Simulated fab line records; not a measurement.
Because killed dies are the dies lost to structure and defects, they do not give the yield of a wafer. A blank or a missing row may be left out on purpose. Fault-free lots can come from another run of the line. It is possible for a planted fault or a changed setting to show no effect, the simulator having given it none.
Which tool was responsible? ; flow sky130 ; Sampling: 24 lots, 72 wafers, 6 of 708 route steps

## WHAT THE GAUGES SHOWED, per wafer
SKY_METAL4_OVL_MEAS_14. Usual: METAL4_OVL gives 0 nm (standard deviation 4.6).
lot;measured;on;METAL4_OVL (nm);flag
L074;day 41 11:34;overlay-01;-2 3 3;
L075;day 42 05:00;overlay-01;-8 1 -6;
L076;day 42 05:41;overlay-01;2 0 0;
L077;day 42 18:54;overlay-01;-8 -3 -2;
L078;day 43 18:22;overlay-01;0 -1 -5;
L079;day 43 21:10;overlay-02;0 -2 -1;
L080;day 43 21:48;overlay-01;5 -1 7;
L081;day 43 23:30;overlay-01;-5 0 0;
L082;day 44 03:15;overlay-01;-4 -2 -8;
L083;day 44 09:53;overlay-01;8 6 9;
L084;day 44 23:20;overlay-02;-5 5 4;
L085;day 45 06:41;overlay-02;0 1 -1;
L086;day 45 05:41;overlay-01;5 1 -3;
L087;day 45 14:28;overlay-02;4 7 7;
L088;day 45 15:58;overlay-02;0 0 -4;
L089;day 46 08:49;overlay-02;-1 0 -11;
L090;day 46 13:02;overlay-01;-7 -8 -3;
L091;day 46 15:49;overlay-01;15 0 5;
L092;day 46 17:14;overlay-02;10 3 2;
L093;day 46 17:50;overlay-01;-9 5 1;
L094;day 46 22:41;overlay-01;2 8 2;
L095;day 47 03:02;overlay-01;1 2 -2;
L097;day 48 07:37;overlay-01;4 2 7;
L096;day 49 04:34;overlay-01;-1 -5 6;

## WHICH TOOL RAN EACH LOT (tool, then ch and the chambers of the sampled wafers, then the start)
lot;SKY_DNWELL_STRIP_08;SKY_GATE_OXIDE_STRIP_13;SKY_VIA2_CMP_24;SKY_CAPM_METAL_ETCH_13;SKY_CAP2M_SPUTTER_02
L074;plasma asher-02 ch 0, day 3 01:41;plasma asher-03 ch 0,1, day 13 12:16;cmp-01 ch 0,2,3, day 36 01:32;rie metal-02 ch 0,1, day 37 03:06;pvd sputter-01, day 39 09:47
L075;plasma asher-04 ch 0,1, day 3 12:21;plasma asher-03 ch 0,1, day 14 02:26;cmp-01 ch 0,1,3, day 36 19:40;rie metal-01 ch 0,1, day 37 21:59;pvd sputter-03, day 40 04:05
L076;plasma asher-02 ch 0,1, day 3 17:13;plasma asher-03 ch 0,1, day 14 09:46;cmp-02 ch 1,2, day 36 20:35;rie metal-02 ch 0,1, day 37 23:25;pvd sputter-01, day 40 05:05
L077;plasma asher-03 ch 0,1, day 3 21:57;plasma asher-03 ch 0,1, day 14 20:37;cmp-01 ch 0,1,3, day 37 10:36;rie metal-01 ch 0,1, day 38 13:20;pvd sputter-03, day 40 19:11
L078;plasma asher-04 ch 0,1, day 4 03:00;plasma asher-04 ch 0,1, day 15 03:16;cmp-01 ch 2,3, day 38 15:39;rie metal-01 ch 0,1, day 39 15:41;pvd sputter-03, day 41 19:55
L079;plasma asher-03 ch 0,1, day 4 07:30;plasma asher-01 ch 0,1, day 15 13:02;cmp-01 ch 0,1,2, day 38 16:21;rie metal-04 ch 1, day 39 16:45;pvd sputter-01, day 41 22:25
L080;plasma asher-04 ch 0, day 4 13:44;plasma asher-04 ch 0,1, day 16 05:04;cmp-01 ch 0,3, day 38 16:30;rie metal-02 ch 0, day 39 17:34;pvd sputter-03, day 41 23:10
L081;plasma asher-02 ch 0,1, day 4 18:10;plasma asher-04 ch 0,1, day 16 06:04;cmp-02 ch 0,3, day 38 18:13;rie metal-04 ch 1, day 39 19:24;pvd sputter-03, day 42 00:24
L082;plasma asher-03 ch 0,1, day 4 22:51;plasma asher-04 ch 0,1, day 16 14:24;cmp-01 ch 0,1, day 38 22:44;rie metal-04 ch 1, day 39 23:43;pvd sputter-04, day 42 04:11
L083;plasma asher-02 ch 0,1, day 5 07:14;plasma asher-04 ch 0,1, day 16 23:25;cmp-02 ch 1,2,3, day 39 07:44;rie metal-04 ch 0,1, day 40 07:55;pvd sputter-04, day 42 11:46
L084;plasma asher-03 ch 0,1, day 5 11:38;plasma asher-03 ch 0,1, day 17 10:44;cmp-02 ch 0,1,3, day 39 20:05;rie metal-02 ch 0,1, day 40 21:28;pvd sputter-03, day 43 01:11
L085;plasma asher-02 ch 0,1, day 5 20:53;plasma asher-01 ch 0,1, day 17 22:55;cmp-02 ch 1,2,3, day 40 06:15;rie metal-02 ch 0,1, day 41 06:09;pvd sputter-01, day 43 08:34
L086;plasma asher-03 ch 0,1, day 5 21:13;plasma asher-03 ch 0,1, day 17 20:22;cmp-02 ch 1,2, day 40 04:31;rie metal-04 ch 0, day 41 04:22;pvd sputter-04, day 43 07:54
L087;plasma asher-03 ch 0, day 6 03:41;plasma asher-03 ch 0,1, day 18 12:01;cmp-01 ch 1,2, day 40 15:00;rie metal-01 ch 0,1, day 41 16:07;pvd sputter-03, day 43 18:11
L088;plasma asher-03 ch 0,1, day 6 07:07;plasma asher-04 ch 0, day 18 12:12;cmp-01 ch 1,2, day 40 15:41;rie metal-04 ch 1, day 41 17:30;pvd sputter-03, day 43 19:38
L089;plasma asher-04 ch 0,1, day 6 19:43;plasma asher-04 ch 0,1, day 19 13:04;cmp-01 ch 1,2, day 41 11:01;rie metal-01 ch 0,1, day 42 11:04;pvd sputter-04, day 44 13:04
L090;plasma asher-04 ch 0,1, day 7 01:34;plasma asher-01 ch 0,1, day 19 23:25;cmp-02 ch 0,2,3, day 41 17:00;rie metal-02 ch 0,1, day 42 16:54;pvd sputter-03, day 44 19:32
L091;plasma asher-02 ch 1, day 7 01:55;plasma asher-04 ch 0,1, day 20 00:01;cmp-02 ch 0,2,3, day 41 22:19;rie metal-01 ch 0,1, day 42 22:06;pvd sputter-04, day 44 23:40
L092;plasma asher-02 ch 0,1, day 7 07:19;plasma asher-04 ch 0,1, day 20 12:40;cmp-02 ch 0,3, day 42 01:26;rie metal-04 ch 0,1, day 43 01:18;pvd sputter-03, day 45 03:13
L093;plasma asher-02 ch 0,1, day 7 10:50;plasma asher-03 ch 1, day 20 13:45;cmp-01 ch 0,2,3, day 42 03:16;rie metal-04 ch 1, day 43 02:12;pvd sputter-01, day 45 04:17
L094;plasma asher-04 ch 0,1, day 7 16:13;plasma asher-01 ch 0,1, day 21 00:54;cmp-01 ch 0,1,3, day 42 10:38;rie metal-02 ch 0,1, day 43 10:21;pvd sputter-04, day 45 09:55
L095;plasma asher-02 ch 0,1, day 7 22:50;plasma asher-01 ch 0,1, day 21 06:42;cmp-01 ch 0,1,3, day 42 16:40;rie metal-02 ch 0,1, day 43 16:04;pvd sputter-03, day 45 16:53
L097;plasma asher-03 ch 0,1, day 8 21:14;plasma asher-03 ch 0,1, day 22 15:57;cmp-01 ch 0,1,2, day 43 16:17;rie metal-02 ch 1, day 44 15:39;pvd sputter-04, day 46 16:56
L096;plasma asher-04 ch 0,1, day 8 21:25;plasma asher-04 ch 0,1, day 22 20:31;cmp-02 ch 1,2, day 44 18:00;rie metal-04 ch 0,1, day 45 15:24;pvd sputter-04, day 47 14:23
- SKY_DNWELL_STRIP_08: strips in O2/N2.
- SKY_GATE_OXIDE_STRIP_13: strips in O2/N2.
- SKY_VIA2_CMP_24: polishes, stops on SiO2, t overpolish 20 s, target thk 0 nm.
- SKY_CAPM_METAL_ETCH_13: etches TiN in Cl2/BCl3, stops on SiO2, target depth 220 nm, time 62.9 s.
- SKY_CAP2M_SPUTTER_02: material TiN, target thk 200 nm, time 166.7 s.

## AS READ BY THE TOOLS THEMSELVES (means over the sampled wafers that have a number; for cases with no such wafer, the mark the record gives instead)
SKY_DNWELL_STRIP_08. Usual: drypump motor current A 5.9 A, standard deviation 0.47; oes product au 0.722 a.u., standard deviation 0.0045; strip time to endpoint s 36.98 s, standard deviation 0.11.
lot;tool;drypump motor current A (A);oes product au (a.u.);strip time to endpoint s (s);flag
L074;plasma asher-02;6.1;0.727;37.01;
L075;plasma asher-04;5.3;0.720;37.00;
L076;plasma asher-02;6.2;0.724;37.07;
L077;plasma asher-03;5.7;0.723;36.88;
L078;plasma asher-04;5.3;0.723;37.02;
L079;plasma asher-03;6.1;0.720;37.14;
L080;plasma asher-04;5.1;0.721;36.89;
L081;plasma asher-02;6.2;0.722;36.91;
L082;plasma asher-03;5.8;0.721;37.02;
L083;plasma asher-02;6.1;0.722;36.91;
L084;plasma asher-03;6.1;0.720;37.25;
L085;plasma asher-02;6.1;0.720;37.11;
L086;plasma asher-03;6.1;0.721;36.96;
L087;plasma asher-03;5.4;0.717;37.01;
L088;plasma asher-03;6.1;0.721;36.87;
L089;plasma asher-04;5.4;0.726;37.02;
L090;plasma asher-04;5.3;0.722;36.90;
L091;plasma asher-02;6.2;0.726;36.93;
L092;plasma asher-02;6.2;0.722;36.99;
L093;plasma asher-02;6.2;0.727;36.92;
L094;plasma asher-04;5.4;0.725;36.98;
L095;plasma asher-02;6.2;0.717;36.96;
L097;plasma asher-03;6.1;0.720;36.76;
L096;plasma asher-04;5.3;0.724;37.03;

SKY_GATE_OXIDE_STRIP_13. Usual: drypump motor current A 5.7 A, standard deviation 0.48; oes product au 0.716 a.u., standard deviation 0.005; strip time to endpoint s 14.18 s, standard deviation 0.044.
lot;tool;drypump motor current A (A);oes product au (a.u.);strip time to endpoint s (s);flag
L074;plasma asher-03;6.1;0.715;14.21;
L075;plasma asher-03;5.8;0.714;14.22;
L076;plasma asher-03;5.8;0.722;14.24;
L077;plasma asher-03;5.7;0.714;14.10;
L078;plasma asher-04;5.3;0.711;14.10;
L079;plasma asher-01;5.8;0.714;14.21;
L080;plasma asher-04;5.4;0.717;14.23;
L081;plasma asher-04;5.4;0.712;14.16;
L082;plasma asher-04;5.3;0.717;14.19;
L083;plasma asher-04;5.3;0.717;14.20;
L084;plasma asher-03;6.1;0.716;14.21;
L085;plasma asher-01;6.0;0.717;14.19;
L086;plasma asher-03;6.1;0.715;14.12;
L087;plasma asher-03;6.1;0.712;14.12;
L088;plasma asher-04;5.1;0.718;14.21;
L089;plasma asher-04;5.4;0.720;14.14;
L090;plasma asher-01;5.8;0.714;14.20;
L091;plasma asher-04;5.3;0.718;14.14;
L092;plasma asher-04;5.4;0.719;14.18;
L093;plasma asher-03;6.4;0.714;14.21;
L094;plasma asher-01;6.1;0.718;14.18;
L095;plasma asher-01;5.8;0.719;14.17;
L097;plasma asher-03;6.1;0.714;14.20;
L096;plasma asher-04;5.2;0.715;14.24;

SKY_VIA2_CMP_24. Usual: motor current A 11.9 A, standard deviation 1; overpolish run s 20.000 s, standard deviation 0.0091; time to endpoint s 101 s, standard deviation 3.4.
lot;tool;motor current A (A);overpolish run s (s);time to endpoint s (s);flag
L074;cmp-01;12.3;19.998;98;
L075;cmp-01;12.8;19.999;97;
L076;cmp-02;10.9;20.002;102;
L077;cmp-01;12.3;19.994;103;
L078;cmp-01;12.3;19.996;101;
L079;cmp-01;12.5;20.006;98;
L080;cmp-01;12.4;20.009;106;
L081;cmp-02;12.1;19.997;103;
L082;cmp-01;13.1;20.005;100;
L083;cmp-02;11.2;20.001;101;
L084;cmp-02;11.7;19.991;100;
L085;cmp-02;11.1;19.992;99;
L086;cmp-02;10.7;19.996;96;
L087;cmp-01;11.7;20.005;102;
L088;cmp-01;12.2;20.002;106;
L089;cmp-01;11.3;19.995;101;
L090;cmp-02;11.8;19.997;100;
L091;cmp-02;11.5;20.003;105;
L092;cmp-02;12.0;20.010;104;
L093;cmp-01;12.8;20.001;100;
L094;cmp-01;12.3;20.000;106;
L095;cmp-01;12.9;20.002;99;
L097;cmp-01;12.4;20.004;98;
L096;cmp-02;10.3;20.003;105;

SKY_CAPM_METAL_ETCH_13. Usual: drypump motor current A 5.7 A, standard deviation 0.36; oes product au 0.941 a.u., standard deviation 0.0072; throttle valve pct 21.901 %, standard deviation 0.011.
lot;tool;drypump motor current A (A);oes product au (a.u.);throttle valve pct (%);flag
L074;rie metal-02;5.9;0.938;21.913;
L075;rie metal-01;5.7;0.937;21.901;
L076;rie metal-02;5.9;0.945;21.898;
L077;rie metal-01;5.8;0.929;21.911;
L078;rie metal-01;5.8;0.947;21.898;
L079;rie metal-04;5.3;0.945;21.895;
L080;rie metal-02;6.3;0.946;21.896;
L081;rie metal-04;5.4;0.940;21.898;
L082;rie metal-04;5.4;0.944;21.893;
L083;rie metal-04;5.4;0.950;21.895;
L084;rie metal-02;5.9;0.935;21.910;
L085;rie metal-02;6.1;0.946;21.897;
L086;rie metal-04;5.4;0.933;21.904;
L087;rie metal-01;5.8;0.932;21.909;
L088;rie metal-04;5.4;0.939;21.909;
L089;rie metal-01;5.7;0.942;21.903;
L090;rie metal-02;6.1;0.929;21.909;
L091;rie metal-01;5.9;0.941;21.906;
L092;rie metal-04;5.4;0.939;21.901;
L093;rie metal-04;5.4;0.941;21.908;
L094;rie metal-02;6.1;0.942;21.904;
L095;rie metal-02;5.9;0.938;21.896;
L097;rie metal-02;5.7;0.942;21.893;
L096;rie metal-04;5.4;0.947;21.911;

SKY_CAP2M_SPUTTER_02. Usual: substrate temp c 300.00 C, standard deviation 0.22; throttle valve pct 30.5 %, standard deviation 1.
lot;tool;substrate temp c (C);throttle valve pct (%);flag
L074;pvd sputter-01;300.12;30.0;
L075;pvd sputter-03;299.99;30.5;
L076;pvd sputter-01;300.22;29.7;
L077;pvd sputter-03;300.19;30.0;
L078;pvd sputter-03;299.80;31.4;
L079;pvd sputter-01;299.90;30.1;
L080;pvd sputter-03;299.82;30.7;
L081;pvd sputter-03;299.80;31.5;
L082;pvd sputter-04;300.13;30.6;
L083;pvd sputter-04;299.98;30.4;
L084;pvd sputter-03;300.32;30.2;
L085;pvd sputter-01;300.04;30.0;
L086;pvd sputter-04;299.78;30.0;
L087;pvd sputter-03;299.95;32.2;
L088;pvd sputter-03;299.98;31.5;
L089;pvd sputter-04;299.99;29.6;
L090;pvd sputter-03;299.80;30.7;
L091;pvd sputter-04;299.78;30.2;
L092;pvd sputter-03;300.04;31.4;
L093;pvd sputter-01;300.01;30.1;
L094;pvd sputter-04;300.04;30.4;
L095;pvd sputter-03;300.10;31.9;
L097;pvd sputter-04;300.13;29.6;
L096;pvd sputter-04;300.20;30.3;

## THE ANSWER, worked out from the rows above alone
Rule: lot off if the mean of its wafers having a number is beyond 3 standard deviations from the usual mean. A lot without any number at a reading at which 4 lots or more have one is off too. The other lots that the step has rows for count as sound. After the gauges, taken in route order, come the tools' own readings; for these a lot's mean is taken, as printed above. The first step at which some lot is off is used, and at that step the reading that is off furthest; a lot without a number counts as furthest.
None of the lots is off at any reading shown; this tells nothing.

## WHAT HAD BEEN PUT IN BY THE SIMULATOR
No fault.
